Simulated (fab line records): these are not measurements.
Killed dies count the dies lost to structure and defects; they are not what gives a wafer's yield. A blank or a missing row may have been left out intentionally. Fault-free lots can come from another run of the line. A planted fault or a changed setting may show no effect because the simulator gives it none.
Shared-tool check + flow gf180mcu + 14 lots, 42 wafers sampled

## REASON FOR OPENING
Of 14 lots, 2 have the reading SAB_CVD_00_THK flagged at GF_SAB_THK_MEAS_01. Fault-free wafers read 50.3 nm, with a standard deviation of 0.68.
Rule: a lot gets a flag if all its wafers with a number sit over 4 standard deviations from that mean, or if no wafer of it has a number. The rest of the lots are taken to be sound.

| lot  | measured     | on            | SAB_CVD_00_THK (nm), wafer by wafer | flag    |
|------|--------------|---------------|-------------------------------------|---------|
| L407 | day 14 16:13 | film_metro-04 | 50.3 50.2 51.0                      |         |
| L408 | day 15 02:55 | film_metro-02 | 49.9 49.9 51.5                      |         |
| L409 | day 15 07:07 | film_metro-03 | 49.5 49.7 50.4                      |         |
| L410 | day 15 16:46 | film_metro-02 | 49.8 51.3 51.4                      |         |
| L412 | day 16 09:35 | film_metro-03 | 49.1 49.3 50.3                      |         |
| L413 | day 16 21:37 | film_metro-02 | 101.2 102.4 101.4                   | FLAGGED |
| L414 | day 17 05:26 | film_metro-03 | 100.1 102.5 102.4                   | FLAGGED |
| L417 | day 18 10:31 | film_metro-03 | 50.4 49.4 49.8                      |         |
| L418 | day 18 13:52 | film_metro-03 | 50.7 50.4 50.7                      |         |
| L423 | day 20 14:49 | film_metro-03 | 49.8 50.3 50.0                      |         |
| L425 | day 20 22:25 | film_metro-03 | 50.8 49.3 51.3                      |         |
| L426 | day 21 04:10 | film_metro-04 | 50.2 50.3 51.4                      |         |
| L427 | day 21 19:38 | film_metro-02 | 50.1 50.1 50.4                      |         |
| L428 | day 22 01:38 | film_metro-04 | 49.5 51.1 50.5                      |         |
On average the flagged lots' numbers are 101.7 nm, which is +51.4 nm against the usual, or +76 standard deviations.

## EACH LOT AND THE TOOL IT RAN ON
The record keeps 1 process step preceding the reading, out of 602 steps on the route. Read each cell as the tool, then ch plus the chambers that the sampled wafers visited, then the start.
| lot  | flag    | GF_SAB_CVD_00                   |
|------|---------|---------------------------------|
| L407 |         | pecvd-03 ch 0,1, day 14 16:11   |
| L408 |         | pecvd-02 ch 0,1,2, day 15 02:54 |
| L409 |         | pecvd-03 ch 0,1,2, day 15 07:05 |
| L410 |         | pecvd-04 ch 0,1, day 15 16:45   |
| L412 |         | pecvd-03 ch 0,1,2, day 16 09:33 |
| L413 | FLAGGED | pecvd-03 ch 0,1, day 16 21:23   |
| L414 | FLAGGED | pecvd-02 ch 0,1,2, day 17 05:14 |
| L417 |         | pecvd-03 ch 0,2, day 18 10:29   |
| L418 |         | pecvd-03 ch 0,1, day 18 13:51   |
| L423 |         | pecvd-02 ch 1,2, day 20 14:47   |
| L425 |         | pecvd-04 ch 1,2, day 20 22:23   |
| L426 |         | pecvd-04 ch 1,2, day 21 04:08   |
| L427 |         | pecvd-04 ch 0,1,2, day 21 19:37 |
| L428 |         | pecvd-03 ch 0,1, day 22 01:35   |
What the steps here do:
- GF_SAB_CVD_00: deposits SiO2 from TEOS, target thk 50 nm, time 4.9302 s.
- GF_SAB_THK_MEAS_01

## FLAGGED AGAINST TOTAL, ONE TOOL AT A TIME (gauges that did the reading follow at the end)
| step               | tool          | lots run | flagged | share of the flagged lots | sound lots run after its first flagged lot |
|--------------------|---------------|----------|---------|---------------------------|--------------------------------------------|
| GF_SAB_CVD_00      | pecvd-02      | 3        | 1       | some                      | 1 (L423)                                   |
| GF_SAB_CVD_00      | pecvd-03      | 7        | 1       | some                      | 3 (L417,L418,L428)                         |
| GF_SAB_CVD_00      | pecvd-04      | 4        | 0       | none                      | -                                          |
| GF_SAB_THK_MEAS_01 | film_metro-02 | 4        | 1       | some                      | 1 (L427)                                   |
| GF_SAB_THK_MEAS_01 | film_metro-03 | 7        | 1       | some                      | 4 (L417,L418,L423,L425)                    |
| GF_SAB_THK_MEAS_01 | film_metro-04 | 3        | 0       | none                      | -                                          |

## WHAT IS ALLOWED BY THE TABLE
No row of the table ran every flagged lot.

## WHAT THE SIMULATOR HAD INSERTED
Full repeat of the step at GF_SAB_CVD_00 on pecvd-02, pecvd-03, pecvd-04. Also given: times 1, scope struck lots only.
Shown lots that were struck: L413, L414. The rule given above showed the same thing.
